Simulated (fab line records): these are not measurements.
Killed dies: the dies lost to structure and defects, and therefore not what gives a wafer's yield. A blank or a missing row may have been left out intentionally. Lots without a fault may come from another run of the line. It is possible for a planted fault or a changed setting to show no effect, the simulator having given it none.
A lot that was struck, set against a sound lot    flow sky130    44 out of 708 route steps
Sound: wafers L738.1, L738.4, L738.6. Struck: wafers L745.3, L745.6 (left out: L745.1, a lot-mate that was not struck); the cause follows at the end.
Order at every step that has rows: each side's tool, ch and its chambers, its first start. Under that, the readings that differ: sound wafers    struck wafers    difference of the means    sigmas: that difference in standard deviations of wafers without a fault.
alike: a reading whose means differ by less than 2 such deviations, as well as words and numbers matching on both sides. not compared: withheld readings; readings where some wafer has no value; bounds like >300 that might hide an equal value; numbers whose values overlap and for which the record gives no deviation.
A row with sigmas, a row that says differs or no value, or rows on one side alone: a step with any of these is where the two part. Numbers that don't overlap but have no deviation are shown without sigmas and don't part them. Lack of a reading on every wafer of one side parts them only where that side has two or more wafers.

first, 7 steps without rows for these wafers: SKY_VIA2_ETCH_15 (etches SiO2 in C4F8/O2/Ar, stops on TiN, target depth 546 nm, time 84 s); SKY_VIA2_STRIP_16 (strips in O2/N2); SKY_VIA2_STRIP_17 (strips in post etch residue remover, time 1200 s); SKY_VIA2_CLEAN_18 (cleans in IPA, time 180 s); SKY_VIA2_CLEAN_19 (cleans in O3/DIW); SKY_VIA2_SPUTTER_20 (material TiN, target thk 20 nm, time 80 s); SKY_VIA2_CVD_21 (deposits W, target thk 420 nm, time 126.4 s).
SKY_VIA2_RS_MEAS_22: uses a four-point probe to measure.
  sound: film-metro-02 at day 36 02:22; struck: film-metro-04 at day 38 17:04
  alike: VIA2_W_RS
SKY_VIA2_THK_MEAS_23: measures by xrf.
  sound: film-metro-02 at day 36 02:29; struck: film-metro-04 at day 38 17:11
reading          sound        struck   difference  sigmas
VIA2_W_THK (nm)  417 414 416  428 439  +18         +2
SKY_VIA2_CMP_24: polishes, stops on SiO2, t overpolish 20 s, target thk 0 nm.
  sound on cmp-01 ch 1,2, day 36 02:32; struck on cmp-01 ch 0,3, day 38 17:14
  alike: motor-current-A, overpolish-run-s, platen-rpm, time-to-endpoint-s
then, 1 step without rows for these wafers: SKY_METAL3_SPUTTER_00 (material Ti, target thk 15 nm, time 10 s).
SKY_METAL3_SPUTTER_01: material TiN, target thk 20 nm, time 16.7 s.
  sound: pvd-sputter-01 at day 36 02:52; struck: pvd-sputter-04 at day 38 17:34
  alike: chamber-pressure-pa, throttle-valve-pct
SKY_METAL3_SPUTTER_02: material AlCu, target thk 735 nm, time 39.1 s.
  sound: pvd-sputter-01 at day 36 02:53; struck: pvd-sputter-04 at day 38 17:35
reading                                      sound                 struck         difference  sigmas
chamber-pressure-pa (Pa)                     0.3994 0.3997 0.4007  0.4379 0.4384  +0.0382     +53
throttle-valve-pct (%)                       31.2 30.4 29.0        28.0 28.3      -2.1        -2
model.AlCu_of_METAL3_SPUTTER_02.thk-nm (nm)  736.7 735 727         717.3 715.6    -16.4       
SKY_METAL3_SPUTTER_03: material Ti, target thk 5 nm, time 3.3 s.
  sound: pvd-sputter-01 at day 36 02:55; struck: pvd-sputter-04 at day 38 17:37
  alike: chamber-pressure-pa, throttle-valve-pct
then, 2 steps without rows for these wafers: SKY_METAL3_SPUTTER_04 (material TiN, target thk 70 nm, time 58.3 s); SKY_CAPM_CVD_00 (deposits SiO2, target thk 15.5 nm).
SKY_CAPM_THK_MEAS_01:
  sound: film-metro-04 at day 36 03:01; struck: film-metro-01 at day 38 17:43
  alike: CAPM_CVD_00_THK
then, 1 step without rows for these wafers: SKY_CAPM_SPUTTER_02 (material TiN, target thk 200 nm, time 166.7 s).
SKY_CAPM_RS_MEAS_03: uses a four-point probe to measure.
  sound: film-metro-02 at day 36 03:11; struck: film-metro-02 at day 38 17:53
  alike: CAPM_TIN_RS
SKY_CAPM_THK_MEAS_04: measures by xrf.
  sound: film-metro-02 at day 36 03:19; struck: film-metro-02 at day 38 18:01
  alike: CAPM_TIN_THK
then, 7 steps without rows for these wafers: SKY_CAPM_DEHYDRATE_05 (time 60 s); SKY_CAPM_HMDS_06 (prime time 60 s); SKY_CAPM_COAT_07 (resist thk 1140 nm); SKY_CAPM_SOFTBAKE_08 (time 60 s); SKY_CAPM_EXPOSE_09 (exposes mask CAPM, target cd 1000 nm); SKY_CAPM_PEB_10; SKY_CAPM_DEVELOP_11 (develop time 60 s).
SKY_CAPM_OVL_MEAS_12:
  sound: overlay-01 at day 37 05:10; struck: overlay-01 at day 39 18:58
  alike: CAPM_OVL
SKY_CAPM_METAL_ETCH_13: etches TiN in Cl2/BCl3, stops on SiO2, target depth 220 nm, time 62.9 s.
  sound on rie-metal-04 ch 0,1, day 37 05:11; struck on rie-metal-01 ch 0, day 39 18:59
  alike: drypump-motor-current-A, oes-product-au, throttle-valve-pct
  not compared: rf-hours-counter-h
SKY_CAPM_STRIP_14: strips in O2/N2.
  sound on plasma-asher-04 ch 0,1, day 37 05:16; struck on plasma-asher-04 ch 0, day 39 19:04
  alike: drypump-motor-current-A, oes-product-au, strip-time-to-endpoint-s
  not compared: rf-hours-counter-h
then, 11 steps without rows for these wafers: SKY_CAPM_STRIP_15 (strips in post etch residue remover, time 1200 s); SKY_CAPM_CLEAN_16 (cleans in IPA, time 180 s); SKY_CAPM_CLEAN_17 (cleans in O3/DIW); SKY_METAL3_DEHYDRATE_05 (time 60 s); SKY_METAL3_HMDS_06 (prime time 60 s); SKY_METAL3_COAT_07 (resist thk 60 nm); SKY_METAL3_COAT_08 (resist thk 1140 nm); SKY_METAL3_SOFTBAKE_09 (time 90 s); SKY_METAL3_EXPOSE_10 (exposes mask MM3, target cd 300 nm); SKY_METAL3_PEB_11; SKY_METAL3_DEVELOP_12 (develop time 60 s).
SKY_METAL3_CD_MEAS_13: the cd target is 300 nm.
  sound: cd-sem-01 at day 38 07:20; struck: cd-sem-02 at day 40 20:13
  alike: cd-nm
SKY_METAL3_METAL_ETCH_18: etches the open film in Cl2/BCl3, stops on SiO2, target depth 845 nm, time 183.1 s.
  sound on rie-metal-02 ch 1, day 38 07:38; struck on rie-metal-03 ch 0, day 40 20:31
reading                             sound              struck       difference  sigmas
drypump-motor-current-A (A)         5.1 5.1 5.1        6.8 6.8      +1.7        +3
model.METAL3.feature-depth-nm (nm)  867.6 865.8 858.6  848.3 846.3  -16.7       
model.etch.depth-nm (nm)            867.6 865.8 858.6  848.3 846.3  -16.7       
  alike: oes-product-au, throttle-valve-pct
  not compared: rf-hours-counter-h
-- the record jumps here: 7 days lie between the struck wafers' starts before and after (it left off in module METAL3 and takes up again in module PAD_OPEN, whose first step shown is number 708 of the route) --
SKY_PAD_OPEN_PROBE_99:
  sound: prober-02 at day 45 15:37; struck: prober-01 at day 47 17:58
reading                     sound                   struck           difference  sigmas
model.etest.met3.rs-ohm-sq  0.0428 0.04232 0.04321  0.04354 0.04414  +0.00106    
  alike: defect-limited-yield, killed_at_M0_to_M3, killed_at_M4_up, killed-at-contacts, killed-at-front-end, killed-at-other, killed-dies, killed-open, killed-short, sort_bin_3_pad_short, sort_bin_5_function, sort_bin_6_memory, sort-n-pass, sort-yield-pct

WHERE THEY PART
First at SKY_VIA2_THK_MEAS_23; last, within this record, at SKY_METAL3_METAL_ETCH_18. Later steps at which nothing parts them and some readings are alike: SKY_PAD_OPEN_PROBE_99.

WHY: what the simulator had put in
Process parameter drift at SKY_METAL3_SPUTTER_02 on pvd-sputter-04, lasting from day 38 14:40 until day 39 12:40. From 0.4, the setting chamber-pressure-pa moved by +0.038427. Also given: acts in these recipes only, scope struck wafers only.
